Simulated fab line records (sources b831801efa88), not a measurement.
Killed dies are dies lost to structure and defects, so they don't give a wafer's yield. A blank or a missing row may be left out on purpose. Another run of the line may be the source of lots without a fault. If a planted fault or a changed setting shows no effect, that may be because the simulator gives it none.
Problem report, 8D (eight disciplines) form, completed by code | flow sfq line | the parts of the form that need people (team, actions taken, sign-off) are left out

1. WHAT WENT WRONG
M7_NB_RS at SFQ_M7_RS_MEAS_943 reads a mean of 0.781 ohm/sq on 2 wafers of 2 lots; wafers without a fault read 0.888 ohm/sq with a standard deviation of 0.0097. That puts it -11 standard deviations away from the usual mean.
The step: measures by four-point-probe.
Earliest sighting: wafer L331.5 on film metro-04 at day 74 16:50. The record holds 42 wafers of 14 lots with a number at this step. Rule for "out", or "out of limits": more than 4 standard deviations from the usual mean. All remaining wafers that have a number are taken as sound.

2. WHAT IT IS, WHAT IT ISN'T
question                    | is                           | is not
which readings at this step | M7_NB_RS                     | -
which lots                  | L331, L333                   | L320, L321, L322, L328, L329, L330, L332, L337, L340, L341, L342, L343
which wafers of those lots  | L331.5, L333.2               | L331.3, L331.6, L333.1, L333.6
read on which gauges        | film metro-02, film metro-04 | film metro-01
when                        | from day 74 16:50            | up to then (20 sound wafers); but 20 sound wafers of L332, L333, L337, L340, L341, L342, L343 came after

3. SUSPECTS, AND WHAT RULES EACH OUT
Counting: if a tool at a process step up to the reading ran every lot that is out, it stays a suspect. Sound lots after the first of them don't rule it out here, since some wafers of a struck lot are sound.
- ruled out: the gauge at SFQ_M7_RS_MEAS_943. Those wafers that are out were read across 2 gauges (film metro-02, film metro-04).
- rie metal-01 at SFQ_TRILAYER_I2_VIA_STRIP_STRIP_071 (strips in O2): kept. Ran every lot that is out, first one L331 (day 42 00:43); last sound lot up to then L329 (day 40 23:19).
- rie metal-03 at SFQ_TRILAYER_C5_STRIP_STRIP_155 (strips in O2): kept. Ran every lot that is out, first one L331 (day 69 02:11); last sound lot up to then L328 (day 68 13:59).
- pvd sputter-04 at SFQ_TRILAYER_M7_DEP_SPUTTER_175 (material Nb, target thk 200 nm, time 133.3 s): kept. Ran every lot that is out, first one L331 (day 74 16:43); last sound lot up to then L329 (day 74 00:52). Its own readings are out on those wafers: cathode dc power W.
Still standing after the count: rie metal-01 at SFQ_TRILAYER_I2_VIA_STRIP_STRIP_071, rie metal-03 at SFQ_TRILAYER_C5_STRIP_STRIP_155, pvd sputter-04 at SFQ_TRILAYER_M7_DEP_SPUTTER_175.

4. THE CAUSE (what the simulator had put in)
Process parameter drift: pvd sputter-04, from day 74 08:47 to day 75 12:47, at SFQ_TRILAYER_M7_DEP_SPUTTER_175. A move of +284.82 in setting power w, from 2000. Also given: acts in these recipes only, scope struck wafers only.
3 suspects survive the count, and this tool is in that group.

5. THE CHAIN OF EFFECTS, in route order
Rows list readings where the struck wafers' mean (over those with a number) sits beyond 3 standard deviations from the usual. Only readings for which the record gives a usual standard deviation are gone through. hours: the time from each lot's start at the first step in this table that gives one to its start at this step, as a median over the lots. sigmas: the change in usual standard deviations.
hours | step                                | reading            | usual        | on struck wafers | change | sigmas
0     | SFQ_TRILAYER_M7_DEP_SPUTTER_175     | cathode dc power W | 2000.0 W     | 2284.2           | +284.2 | +99 or more
0     | SFQ_M7_RS_MEAS_943                  | M7_NB_RS           | 0.888 ohm/sq | 0.781            | -0.107 | -11
99    | SFQ_TRILAYER_M7_ETCH_METAL_ETCH_180 | oes product au     | 0.895 a.u.   | 0.962            | +0.067 | +8.2
It contains these process steps:
- SFQ_TRILAYER_M7_DEP_SPUTTER_175: material Nb, target thk 200 nm, time 133.3 s.
- SFQ_TRILAYER_M7_ETCH_METAL_ETCH_180: etches Nb in Cl2/Ar, stops on SiO2, target depth 240 nm, time 120 s.

6. HOW IT WOULD HAVE BEEN CAUGHT EARLIER
Counted from the fault's start at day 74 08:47, it took 8 hours until the first out-of-limits reading at a measuring or inspecting step in this record, taken at day 74 16:50.
Tool's own readings at SFQ_TRILAYER_M7_DEP_SPUTTER_175, cathode dc power W: out on all struck wafers the step has rows for; an alarm limit on them would have tripped on the first.
Among the 2 lots that are out, L333 began SFQ_TRILAYER_M7_DEP_SPUTTER_175 on pvd sputter-04 after day 74 16:50. It would have been spared by a hold on the tool at that moment.
